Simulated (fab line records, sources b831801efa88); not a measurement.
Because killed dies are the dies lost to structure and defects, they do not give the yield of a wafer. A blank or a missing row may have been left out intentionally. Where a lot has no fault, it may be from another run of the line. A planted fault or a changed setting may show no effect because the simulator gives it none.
2 desks looking at one fault || flow sfq line || each desk holds nothing but its own numbers, with what lay behind them at the end

FROM THE METROLOGY DESK
What the gauges read for every lot (on any tool): the sampled wafers with a number, averaged. The brackets show how far a lot's mean lies from the usual mean; more than 4 standard deviations puts the lot out of limits, marked OUT.
Columns: A = INCOMING_BOW at SFQ_INCOMING_BOW_MEAS_900, usual 0 um
{"lot": "L878", "first seen here": "day 1 10:01", "A": -2}
{"lot": "L883", "first seen here": "day 2 11:02", "A": -7}
{"lot": "L890", "first seen here": "day 3 22:01", "A": -1}
{"lot": "L893", "first seen here": "day 4 13:01", "A": 1}
{"lot": "L894", "first seen here": "day 4 18:01", "A": -0}
{"lot": "L900", "first seen here": "day 6 00:01", "A": 3}
This desk's verdict: no lot among the 6 shows anything out of limits.

AT THE TOOL OWNER'S DESK: furnace-02
The tool's own readings at SFQ_TRILAYER_INCOMING_OXIDATION_002 (target thk 500 nm, ox time 4939 s): means of the sampled wafers that have a number, for each lot that ran on this tool. The brackets show how far a lot's mean lies from the usual mean; more than 4 standard deviations puts the lot out of limits, marked OUT. Of its 9 readings 7 are shown: the one that was out of limits first, and those that lie furthest out on some lot.
Columns: A = spike tc bottom C at SFQ_TRILAYER_INCOMING_OXIDATION_002, usual 1017.9 C; B = spike tc centre C at SFQ_TRILAYER_INCOMING_OXIDATION_002, usual 1001.1 C; C = spike tc lower C at SFQ_TRILAYER_INCOMING_OXIDATION_002, usual 1001.4 C; D = spike tc top C at SFQ_TRILAYER_INCOMING_OXIDATION_002, usual 1011.3 C; E = spike tc upper C at SFQ_TRILAYER_INCOMING_OXIDATION_002, usual 1000.8 C; F = tube center temp C at SFQ_TRILAYER_INCOMING_OXIDATION_002, usual 1000 C; G = tube_center_temp_C_max at SFQ_TRILAYER_INCOMING_OXIDATION_002, usual 1002.5
{"lot": "L883", "first seen here": "day 2 11:07", "A": 1018.0, "B": 1000.9, "C": 1000.3, "D": 1010.1, "E": 1002.4, "F": 1000, "G": 1002.1}
{"lot": "L890", "first seen here": "day 3 22:07", "A": "1029.8 (+11) OUT", "B": "1012.4 (+10) OUT", "C": "1009.2 (+5.5) OUT", "D": "1020.0 (+4.3) OUT", "E": "1012.5 (+7.8) OUT", "F": "1011 (+99 or more) OUT", "G": "1013.0 (+28) OUT"}
{"lot": "L893", "first seen here": "day 4 13:07", "A": "1028.9 (+10) OUT", "B": "1012.4 (+10) OUT", "C": "1011.8 (+7.5) OUT", "D": "1019.6 (+4.1) OUT", "E": "1014.2 (+8.9) OUT", "F": "1011 (+99 or more) OUT", "G": "1013.0 (+28) OUT"}
This desk finds L890, L893 out of limits, L890 being first, at day 3 22:07 (spike tc bottom C at SFQ_TRILAYER_INCOMING_OXIDATION_002). Within limits: L883.

TAKEN TOGETHER
An alarm could have come from the tool owner's desk at day 3 22:07, on L890, L893.
Nothing out of limits was seen by the metrology desk.
The metrology desk has L890, L893 on record, within its limits.
Every lot named ran SFQ_TRILAYER_INCOMING_OXIDATION_002 on furnace-02.

WHAT WAS PUT IN BY THE SIMULATOR
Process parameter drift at SFQ_TRILAYER_INCOMING_OXIDATION_002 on furnace-02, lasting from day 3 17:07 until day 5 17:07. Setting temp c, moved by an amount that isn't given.
Shown lots that were struck: L890, L893.
Hours from the fault's start to each desk's first reading out of limits: the tool owner's desk, 5.
